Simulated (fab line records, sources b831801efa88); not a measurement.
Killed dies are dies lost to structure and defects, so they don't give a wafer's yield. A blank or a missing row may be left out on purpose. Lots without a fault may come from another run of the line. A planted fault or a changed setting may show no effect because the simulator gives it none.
Split-lot experiment | flow gf180mcu | 5 lots, 23 wafers read, on a route of 602 steps

THE SPLIT
At GF_V3_SPUTTER_21 (material Ti, target thk 15 nm, time 80.02 s), the setting power_w was moved away from the recipe's 2500 W on 9 of the 23 wafers read, by -5.2% to +3.9%. The other wafers ran this setting at the recipe's value.

The reading is taken at the split's own step.

THE READING
Ti_of_V3_SPUTTER_21.thk_nm (the simulator's own value, which no gauge read), in nm, at GF_V3_SPUTTER_21 (material Ti, target thk 15 nm, time 80.02 s). The file gives no usual value for it. The 14 wafers here that ran the recipe average 15.05 nm, standard deviation 0.18 nm.

wafer  | tool, chamber at the split | power_w as run, W | against the recipe | Ti_of_V3_SPUTTER_21.thk_nm, nm | against lot-mates on the recipe
L075.1 | pvd_sputter-04, -          | 2424              | -3.0%              | 14.23                          | -0.63
L075.2 | pvd_sputter-04, -          | 2500              | recipe             | 14.87                          | -
L075.3 | pvd_sputter-04, -          | 2424              | -3.0%              | 14.55                          | -0.31
L075.5 | pvd_sputter-04, -          | 2424              | -3.0%              | 14.61                          | -0.25
L075.6 | pvd_sputter-04, -          | 2500              | recipe             | 14.86                          | -
L077.1 | pvd_sputter-01, -          | 2500              | recipe             | 15.28                          | -
L077.2 | pvd_sputter-01, -          | 2500              | recipe             | 15.31                          | -
L077.4 | pvd_sputter-01, -          | 2500              | recipe             | 15.3                           | -
L077.5 | pvd_sputter-01, -          | 2500              | recipe             | 15.18                          | -
L077.6 | pvd_sputter-01, -          | 2500              | recipe             | 15.22                          | -
L076.1 | pvd_sputter-02, -          | 2500              | recipe             | 14.78                          | -
L076.5 | pvd_sputter-02, -          | 2500              | recipe             | 14.78                          | -
L076.2 | pvd_sputter-02, -          | 2598              | +3.9%              | 15.33                          | +0.55
L076.3 | pvd_sputter-02, -          | 2598              | +3.9%              | 15.46                          | +0.68
L076.4 | pvd_sputter-02, -          | 2598              | +3.9%              | 15.29                          | +0.51
L082.1 | pvd_sputter-02, -          | 2500              | recipe             | 15.08                          | -
L082.5 | pvd_sputter-02, -          | 2500              | recipe             | 15.08                          | -
L082.2 | pvd_sputter-02, -          | 2500              | recipe             | 14.98                          | -
L084.1 | pvd_sputter-01, -          | 2500              | recipe             | 14.98                          | -
L084.2 | pvd_sputter-01, -          | 2371              | -5.2%              | 14.28                          | -0.70
L084.3 | pvd_sputter-01, -          | 2371              | -5.2%              | 14.42                          | -0.56
L084.5 | pvd_sputter-01, -          | 2371              | -5.2%              | 14.37                          | -0.61
L084.6 | pvd_sputter-01, -          | 2500              | recipe             | 14.97                          | -

THE FIT
A straight line over all 23 wafers: Ti_of_V3_SPUTTER_21.thk_nm changes by +0.123 nm for each +1% of power_w; r = +0.87; the points scatter about the line by 0.19 nm.
The same after taking each lot's own level away (the mean of its wafers on the recipe; 23 wafers): +0.132 nm for each +1%; r = +0.97; scatter 0.083 nm.
On that fit, the largest move of power_w shifts the reading by 0.68 nm.
The lots' own levels span 14.780 to 15.258 nm, that is 2.6 times the standard deviation above.
So the lot-to-lot level changes the slope little: the two slopes agree.
Check: with one of the wafers moved furthest among these (-5.2%) left out of the fit, the line predicts -0.657 nm for it against its lot-mates. It came out at -0.695 nm against them.

OTHER SPLITS ON THESE WAFERS
These wafers also went through other splits before the reading. Each is held against what the fit with the lots' levels taken away leaves over:
other split on the same wafers | wafers away from the commonest value | r with Ti_of_V3_SPUTTER_21.thk_nm (lot level and that fit taken away)
GF_M2_SPUTTER_02 power_w       | 6                                    | -0.12
GF_V2_COAT_09 resist_thk_nm    | 9                                    | +0.11
GF_V2_SOFTBAKE_10 time_s       | 9                                    | +0.17
GF_V2_SPUTTER_22 time_s        | 7                                    | -0.09
GF_M3_SPUTTER_03 power_w       | 6                                    | -0.22
GF_M3_METAL_ETCH_16 icp_w      | 6                                    | +0.01

THE FILE'S OWN FIT
Ti_of_V3_SPUTTER_21.thk_nm changes by +0.13 nm for each +1% of power_w, r = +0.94.
